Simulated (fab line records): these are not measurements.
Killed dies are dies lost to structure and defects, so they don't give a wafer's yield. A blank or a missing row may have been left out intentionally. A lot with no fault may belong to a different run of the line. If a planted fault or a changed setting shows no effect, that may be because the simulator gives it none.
fab line records -- flow gf180mcu
record lots=12, wafers=36, last-day=34
route steps=602 shown STI@14 M3@409 M5@535
lots that met no fault: from a run of the same line without faults
start-h: hours from the record's first day to the start of the lot's first wafer shown -- wait-h: hours since the lot's step before -- " the same as in the row above -- L1.1+2: a row that stands for several wafers -- - no value, or no start given -- * or withheld: withheld -- < > ~ a bound
route shown NAME@n: names a module that has steps shown in the file, with the first one's number in the route -- usual: mean and standard deviation over wafers with no fault -- same: alike in all rows -- chamber/n: place in a boat -- sites: per-site readings -- _std_site: how widely they spread, as a standard deviation -- _edge_site: outer sites' mean less inner sites' -- radius-mm: for every site, how far away it sits from the centre of the wafer -- mask NAME#n: copy n -- behind: tool/chamber where the wafer was last shaped -- hold: why the lot went on hold/how many hours it stayed there/how the hold came to an end -- device: whichever transistor did not switch (one of n, p or np) -- end of line: the same wafers' tests at the end of the route -- a step without rows: its recipe alone -- killed: dies that structure and defects cost at the first sort, which is not the same as the wafer's yield -- map: shows each die of a wafer: x if killed, . if not, _ if none is there
set.NAME: the run value of the setting; set.NAME@STEP: its run value at that earlier step -- model.NAME: the simulator's own value behind a step, which no gauge read
route steps across a sampled set of lots; one table per step, one row per wafer
services: the hour from which a tool's chamber was out of use, counted from the record's first day as start-h (under 0 if before that day), plus the number of hours and why
## steps
# step GF_STI_ETCH_13
# recipe chemistry=CHF3/O2, stop-on=Si, over-etch-frac=0.3, target-depth-a=2823.1, source-w=600, bias-w=200, pressure-mtorr=40, chf3-flow-sccm=50, O2_flow_sccm=5, time-s=112.9
# usual drypump-motor-current-A=5.6/0.47, oes-product-au=0.835/0.006, throttle-valve-pct=8.812/0.0092
# same over-etch-frac=0.3
lot.wafer,tool,chamber,start-h,wait-h,drypump-motor-current-A,oes-product-au,rf-hours-counter-h,throttle-valve-pct
L492.2,rie-diel-04,3,24.87,0.1,5.5,0.844,117,8.811
L492.4,rie-diel-04,0,24.87,0.1,5.3,0.833,26,8.804
L492.6,rie-diel-04,0,24.87,0.1,5.3,0.833,-,8.815
L494.1,rie-diel-02,0,36.24,0.1,5.7,0.836,158,8.805
L494.2,rie-diel-02,1,36.24,0.1,4.7,0.842,48,8.821
L494.6,rie-diel-02,0,36.24,0.1,5.7,0.845,-,8.801
L496.1,rie-diel-04,2,46.17,0.1,6.0,0.840,160,8.814
L496.2,rie-diel-04,3,46.17,0.1,5.5,0.838,117,8.809
L496.3,rie-diel-04,0,46.17,0.1,5.3,0.834,26,8.809
L498.1,rie-diel-04,2,55.67,0.1,6.0,0.840,160,8.812
L498.5,rie-diel-04,3,55.67,0.1,5.5,0.835,-,8.809
L498.6,rie-diel-04,0,55.67,0.1,5.3,0.825,-,8.811
L503.1,rie-diel-01,0,83.79,0.1,5.4,0.837,48,8.802
L503.4,rie-diel-01,3,83.79,0.1,6.6,0.835,161,8.815
L503.6,rie-diel-01,1,83.79,0.1,5.4,0.836,-,8.811
L504.2,rie-diel-04,3,86.92,0.1,5.5,0.837,118,8.808
L504.3,rie-diel-04,2,86.92,0.1,6.0,0.840,161,8.802
L504.6,rie-diel-04,3,86.92,0.1,5.5,0.837,-,8.799
L505.4,rie-diel-02,3,92.48,0.1,5.7,0.831,-,8.811
L505.5,rie-diel-02,1,92.48,0.1,4.7,0.830,-,8.819
L505.6,rie-diel-02,0,92.48,0.1,5.7,0.837,-,8.816
L506.2,rie-diel-01,3,97.34,0.1,6.6,0.832,161,8.807
L506.5,rie-diel-01,2,97.34,0.1,6.2,0.839,-,8.798
L506.6,rie-diel-01,3,97.34,0.1,6.6,0.836,-,8.804
L507.1,rie-diel-02,3,103.02,0.1,5.7,0.828,109,8.805
L507.3,rie-diel-02,1,103.02,0.1,4.7,0.828,50,8.803
L507.5,rie-diel-02,1,103.02,0.1,4.7,0.831,-,8.803
L511.1,rie-diel-01,0,122.84,0.1,5.4,0.824,49,8.823
L511.2,rie-diel-01,1,122.84,0.1,5.4,0.832,128,8.797
L511.6,rie-diel-01,0,122.84,0.1,5.4,0.829,-,8.824
L513.1,rie-diel-02,2,133.09,0.1,5.0,0.829,0,8.815
L513.3,rie-diel-02,3,133.09,0.1,5.7,0.838,110,8.830
L513.5,rie-diel-02,3,133.09,0.1,5.8,0.830,-,8.793
L515.1,rie-diel-04,0,145.09,0.1,5.3,0.835,30,8.813
L515.3,rie-diel-04,1,145.09,0.1,6.2,0.835,132,8.794
L515.5,rie-diel-04,2,145.09,0.1,6.0,0.834,-,8.823
# step GF_STI_STRIP_15
# recipe chemistry=O2/N2, power-w=1400, pressure-mtorr=1500, platen-temp-c=250, o2-flow-sccm=3000, n2-flow-sccm=300, overash-fraction=0.5
# usual drypump-motor-current-A=5.9/0.42, heater-power-w=338/41, oes-product-au=0.384/0.0051, strip-time-to-endpoint-s=3.72/0.052
lot.wafer,tool,chamber,start-h,wait-h,drypump-motor-current-A,heater-power-w,oes-product-au,rf-hours-counter-h,strip-time-to-endpoint-s
L492.2,plasma-asher-03,0,25.02,0.0,5.3,346,0.388,38,3.72
L492.4,plasma-asher-03,0,25.02,0.0,5.3,339,0.383,-,3.74
L492.6,plasma-asher-03,0,25.02,0.0,5.3,342,0.379,-,3.70
L494.1,plasma-asher-03,0,36.39,0.0,5.3,339,0.386,39,3.72
L494.2,plasma-asher-03,1,36.39,0.0,6.3,420,0.385,39,3.81
L494.6,plasma-asher-03,0,36.39,0.0,5.3,345,0.382,-,3.74
L496.1,plasma-asher-02,1,46.32,0.0,6.0,352,0.387,38,3.72
L496.2,plasma-asher-02,0,46.32,0.0,6.0,286,0.378,38,3.79
L496.3,plasma-asher-02,0,46.32,0.0,6.0,282,0.377,-,3.75
L498.1,plasma-asher-04,0,55.82,0.0,5.1,329,0.378,41,3.60
L498.5,plasma-asher-04,0,55.82,0.0,5.1,332,0.380,-,3.70
L498.6,plasma-asher-04,1,55.82,0.0,6.4,313,0.385,-,3.72
L503.1,plasma-asher-02,0,83.94,0.0,6.0,285,0.376,42,3.67
L503.4,plasma-asher-02,1,83.94,0.0,5.9,328,0.384,-,3.74
L503.6,plasma-asher-02,1,83.94,0.0,5.9,350,0.388,-,3.70
L504.2,plasma-asher-02,1,87.07,0.0,5.9,340,0.386,43,3.73
L504.3,plasma-asher-02,1,87.07,0.0,5.9,352,0.380,-,3.61
L504.6,plasma-asher-02,0,87.07,0.0,6.0,287,0.381,-,3.72
L505.4,plasma-asher-03,0,92.62,0.1,5.3,338,0.380,-,3.74
L505.5,plasma-asher-03,1,92.62,0.1,6.3,402,0.390,-,3.75
L505.6,plasma-asher-03,0,92.62,0.1,5.3,339,0.378,-,3.70
L506.2,plasma-asher-02,1,97.49,0.0,5.9,342,0.380,44,3.75
L506.5,plasma-asher-02,1,97.49,0.0,5.9,336,0.379,-,3.60
L506.6,plasma-asher-02,0,97.49,0.0,6.0,284,0.385,-,3.72
L507.1,plasma-asher-02,0,103.17,0.0,6.0,291,0.392,44,3.78
L507.3,plasma-asher-02,1,103.17,0.0,5.9,343,0.387,-,3.72
L507.5,plasma-asher-02,0,103.17,0.0,6.0,291,0.382,-,3.79
L511.1,plasma-asher-02,1,122.99,0.0,5.9,350,0.363,47,3.43
L511.2,plasma-asher-02,0,122.99,0.0,6.0,290,0.386,47,3.74
L511.6,plasma-asher-02,1,122.99,0.0,6.0,340,0.377,-,3.50
L513.1,plasma-asher-03,0,133.24,0.0,5.3,330,0.386,1,3.82
L513.3,plasma-asher-03,0,133.24,0.0,5.3,344,0.387,-,3.78
L513.5,plasma-asher-03,0,133.24,0.0,5.3,337,0.379,-,3.79
L515.1,plasma-asher-02,1,145.24,0.0,5.9,336,0.384,49,3.72
L515.3,plasma-asher-02,0,145.24,0.0,6.0,284,0.380,-,3.67
L515.5,plasma-asher-02,1,145.24,0.0,5.9,341,0.386,-,3.70
# step GF_M3_SPUTTER_00
# recipe material=Ti, target-thk-nm=37.5, arriving-ion-energy-ev=80, substrate-temp-c=200, chamber-pressure-pa=2, power-w=4000, time-s=150
# usual chamber-pressure-pa=2.001/0.0043, throttle-valve-pct=29.6/1
lot.wafer,tool,chamber,start-h,wait-h,chamber-pressure-pa,throttle-valve-pct
L492.2,pvd-sputter-03,-,457.75,0.1,2.008,28.5
L492.4,pvd-sputter-03,-,457.75,0.1,2.003,29.2
L492.6,pvd-sputter-03,-,457.75,0.1,1.996,29.2
L494.1,pvd-sputter-04,-,481.05,0.1,2.006,31.0
L494.2,pvd-sputter-04,-,481.05,0.1,2.004,29.8
L494.6,pvd-sputter-04,-,481.05,0.1,1.993,30.5
L496.1,pvd-sputter-04,-,498.91,0.1,1.996,31.0
L496.2,pvd-sputter-04,-,498.91,0.1,1.997,30.7
L496.3,pvd-sputter-04,-,498.91,0.1,1.998,30.9
L498.1,pvd-sputter-03,-,520.52,0.1,2.004,28.2
L498.5,pvd-sputter-03,-,520.52,0.1,1.998,28.0
L498.6,pvd-sputter-03,-,520.52,0.1,1.995,28.8
L503.1,pvd-sputter-01,-,562.88,0.2,2.000,30.7
L503.4,pvd-sputter-01,-,562.88,0.2,1.999,28.6
L503.6,pvd-sputter-01,-,562.88,0.2,2.002,30.8
L504.2,pvd-sputter-03,-,569.47,0.1,1.995,29.1
L504.3,pvd-sputter-03,-,569.47,0.1,1.993,30.4
L504.6,pvd-sputter-03,-,569.47,0.1,1.992,30.5
L505.4,pvd-sputter-04,-,581.45,0.1,2.002,31.0
L505.5,pvd-sputter-04,-,581.45,0.1,2.005,29.7
L505.6,pvd-sputter-04,-,581.45,0.1,2.003,31.2
L506.2,pvd-sputter-03,-,583.37,0.2,2.008,30.4
L506.5,pvd-sputter-03,-,583.37,0.2,2.002,28.1
L506.6,pvd-sputter-03,-,583.37,0.2,1.996,29.1
L507.1,pvd-sputter-01,-,596.07,0.2,2.004,30.4
L507.3,pvd-sputter-01,-,596.07,0.2,2.000,28.6
L507.5,pvd-sputter-01,-,596.07,0.2,2.007,29.5
L511.1,pvd-sputter-03,-,624.65,0.2,2.001,28.2
L511.2,pvd-sputter-03,-,624.65,0.2,1.997,30.2
L511.6,pvd-sputter-03,-,624.65,0.2,2.005,28.1
L513.1,pvd-sputter-01,-,635.91,0.2,1.996,29.0
L513.3,pvd-sputter-01,-,635.91,0.2,1.998,30.6
L513.5,pvd-sputter-01,-,635.91,0.2,2.004,30.6
L515.1,pvd-sputter-04,-,651.26,0.2,1.998,30.8
L515.3,pvd-sputter-04,-,651.26,0.2,1.997,29.7
L515.5,pvd-sputter-04,-,651.26,0.2,2.000,31.0
# step GF_M3_CD_MEAS_14
# recipe target-cd-nm=280
# usual cd-nm=279.8/1
lot.wafer,tool,chamber,start-h,wait-h,cd-nm
L492.2,cd-sem-02,-,481.97,0.1,279.2
L492.4,cd-sem-02,-,481.97,0.1,280.0
L492.6,cd-sem-02,-,481.97,0.1,280.9
L494.1,cd-sem-01,-,505.20,0.1,278.5
L494.2,cd-sem-01,-,505.20,0.1,278.5
L494.6,cd-sem-01,-,505.20,0.1,277.8
L496.1,cd-sem-01,-,522.66,0.1,278.9
L496.2,cd-sem-01,-,522.66,0.1,278.3
L496.3,cd-sem-01,-,522.66,0.1,279.6
L498.1,cd-sem-01,-,543.66,0.1,278.8
L498.5,cd-sem-01,-,543.66,0.1,278.9
L498.6,cd-sem-01,-,543.66,0.1,279.1
L503.1,cd-sem-01,-,585.01,0.1,278.1
L503.4,cd-sem-01,-,585.01,0.1,278.9
L503.6,cd-sem-01,-,585.01,0.1,280.0
L504.2,cd-sem-01,-,592.13,0.1,281.3
L504.3,cd-sem-01,-,592.13,0.1,280.0
L504.6,cd-sem-01,-,592.13,0.1,280.8
L505.4,cd-sem-02,-,602.82,0.1,281.5
L505.5,cd-sem-02,-,602.82,0.1,280.8
L505.6,cd-sem-02,-,602.82,0.1,281.2
L506.2,cd-sem-01,-,605.13,0.1,279.1
L506.5,cd-sem-01,-,605.13,0.1,278.6
L506.6,cd-sem-01,-,605.13,0.1,278.5
L507.1,cd-sem-02,-,617.11,0.1,279.4
L507.3,cd-sem-02,-,617.11,0.1,279.9
L507.5,cd-sem-02,-,617.11,0.1,280.0
L511.1,cd-sem-01,-,644.91,0.1,279.1
L511.2,cd-sem-01,-,644.91,0.1,278.8
L511.6,cd-sem-01,-,644.91,0.1,280.1
L513.1,cd-sem-01,-,655.36,0.1,278.9
L513.3,cd-sem-01,-,655.36,0.1,279.2
L513.5,cd-sem-01,-,655.36,0.1,280.3
L515.1,cd-sem-01,-,670.21,0.1,279.6
L515.3,cd-sem-01,-,670.21,0.1,280.4
L515.5,cd-sem-01,-,670.21,0.1,281.6
# step GF_M5_ETCH_09
# recipe chemistry=CF4/O2, target=Si3N4, target-depth-nm=52, source-w=800, bias-w=150, pressure-mtorr=150, cf4-flow-sccm=80, O2_flow_sccm=10, time-s=11.6
# usual drypump-motor-current-A=6.1/0.6, oes-product-au=0.999/0.008, throttle-valve-pct=5.971/0.0093
lot.wafer,tool,chamber,start-h,wait-h,drypump-motor-current-A,oes-product-au,rf-hours-counter-h,throttle-valve-pct
L492.2,rie-diel-02,3,601.01,0.0,5.7,1.008,3,5.972
L492.4,rie-diel-02,1,601.01,0.0,4.7,1.000,62,5.972
L492.6,rie-diel-02,3,601.01,0.0,5.7,1.005,-,5.980
L494.1,rie-diel-04,1,621.35,0.0,6.2,1.000,8,5.985
L494.2,rie-diel-04,2,621.35,0.0,6.0,1.009,10,5.980
L494.6,rie-diel-04,0,621.35,0.0,5.3,1.009,-,5.972
L496.1,rie-diel-03,3,636.50,0.0,6.5,0.992,58,5.968
L496.2,rie-diel-03,0,636.50,0.0,6.6,0.990,8,5.979
L496.3,rie-diel-03,1,636.50,0.0,6.7,1.002,14,5.972
L498.1,rie-diel-04,0,655.35,0.0,5.3,1.000,43,5.982
L498.5,rie-diel-04,1,655.35,0.0,6.2,0.998,-,5.983
L498.6,rie-diel-04,2,655.35,0.0,6.0,1.001,-,5.960
L503.1,rie-diel-02,2,692.56,0.0,5.0,0.997,13,5.987
L503.4,rie-diel-02,2,692.56,0.0,5.0,0.996,-,5.981
L503.6,rie-diel-02,3,692.56,0.0,5.7,0.990,-,5.963
L504.2,rie-diel-03,2,697.81,0.0,6.7,0.989,52,5.969
L504.3,rie-diel-03,3,697.81,0.0,6.4,0.997,60,5.957
L504.6,rie-diel-03,1,697.81,0.0,6.7,1.011,-,5.980
L505.4,rie-diel-04,0,707.46,0.0,5.2,0.992,45,5.974
L505.5,rie-diel-04,1,707.46,0.0,6.2,1.009,-,5.963
L505.6,rie-diel-04,2,707.46,0.0,6.0,1.003,-,5.966
L506.2,rie-diel-04,3,708.55,0.0,5.5,0.998,10,5.965
L506.5,rie-diel-04,2,708.55,0.0,6.0,1.004,-,5.970
L506.6,rie-diel-04,1,708.55,0.0,6.2,1.000,-,5.983
L507.1,rie-diel-03,2,720.45,0.0,6.6,0.998,52,5.955
L507.3,rie-diel-03,0,720.45,0.0,6.6,0.996,11,5.981
L507.5,rie-diel-03,2,720.45,0.0,6.7,0.995,-,5.962
L511.1,rie-diel-04,1,743.06,0.0,6.2,0.992,14,5.963
L511.2,rie-diel-04,3,743.06,0.0,5.5,0.985,12,5.967
L511.6,rie-diel-04,3,743.06,0.0,5.5,0.980,-,5.966
L513.1,rie-diel-03,0,753.39,0.0,6.6,0.992,13,5.958
L513.3,rie-diel-03,3,753.39,0.0,6.5,0.990,1,5.957
L513.5,rie-diel-03,3,753.39,0.0,6.5,0.991,-,5.960
L515.1,rie-diel-03,1,766.15,0.0,6.7,1.008,19,5.973
L515.3,rie-diel-03,0,766.15,0.0,6.6,0.988,14,5.974
L515.5,rie-diel-03,3,766.15,0.0,6.4,0.995,-,5.962
## services
tool,chamber,start-h,hours,kind
rie-diel-04,2,67.01,2.0,repair
rie-diel-04,1,75.57,68.3,repair
rie-diel-04,3,115.59,8.5,repair
rie-diel-04,3,129.66,16.0,repair
rie-diel-04,0,173.38,26.9,repair
rie-diel-04,2,225.34,2.0,repair
rie-diel-04,3,239.13,9.4,repair
rie-diel-04,3,266.51,9.6,repair
rie-diel-04,2,284.31,24.6,repair
rie-diel-04,-,327.71,28.1,pm
plasma-asher-02,-,336.44,2.9,repair
plasma-asher-02,-,455.14,2.8,pm
rie-diel-04,0,467.87,8.5,repair
plasma-asher-02,-,484.79,15.6,pm
rie-diel-04,2,527.63,18.7,repair
plasma-asher-02,-,527.84,0.5,repair
rie-diel-04,2,551.01,2.9,repair
plasma-asher-02,-,558.71,14.6,pm
rie-diel-04,-,559.66,2.8,pm
rie-diel-04,3,621.14,3.0,repair
rie-diel-04,-,629.86,0.8,repair
plasma-asher-02,-,646.36,1.0,repair
rie-diel-04,0,677.03,4.6,repair
rie-diel-04,0,744.51,10.0,repair
## key
first-sign step=GF_STI_STRIP_15, reading=strip-time-to-endpoint-s, direction=down, sigmas=4.9, usual=*, struck=*
effect none on later readings
met-at GF_STI_ETCH_13
struck-lots L511
struck-wafers L511.1,L511.6
tester-left-out L511
not-acting-at GF_M3_SPUTTER_00,GF_M3_CD_MEAS_14,GF_M5_ETCH_09
onset-between 83.79 122.84
fault kind=process-parameter-drift, tool=rie-diel-01, chamber=0, onset-h=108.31, steps=GF_STI_ETCH_13, channel=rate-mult, offset=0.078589, shape=step, end-h=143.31
# tester-left-out: of these lots the tester's yield and bins aren't shown, on N5 and GAA mostly nor the transistor test; their killed dies are dies lost to structure and defects alone, not to doping, threshold or leakage, so they don't give the yield
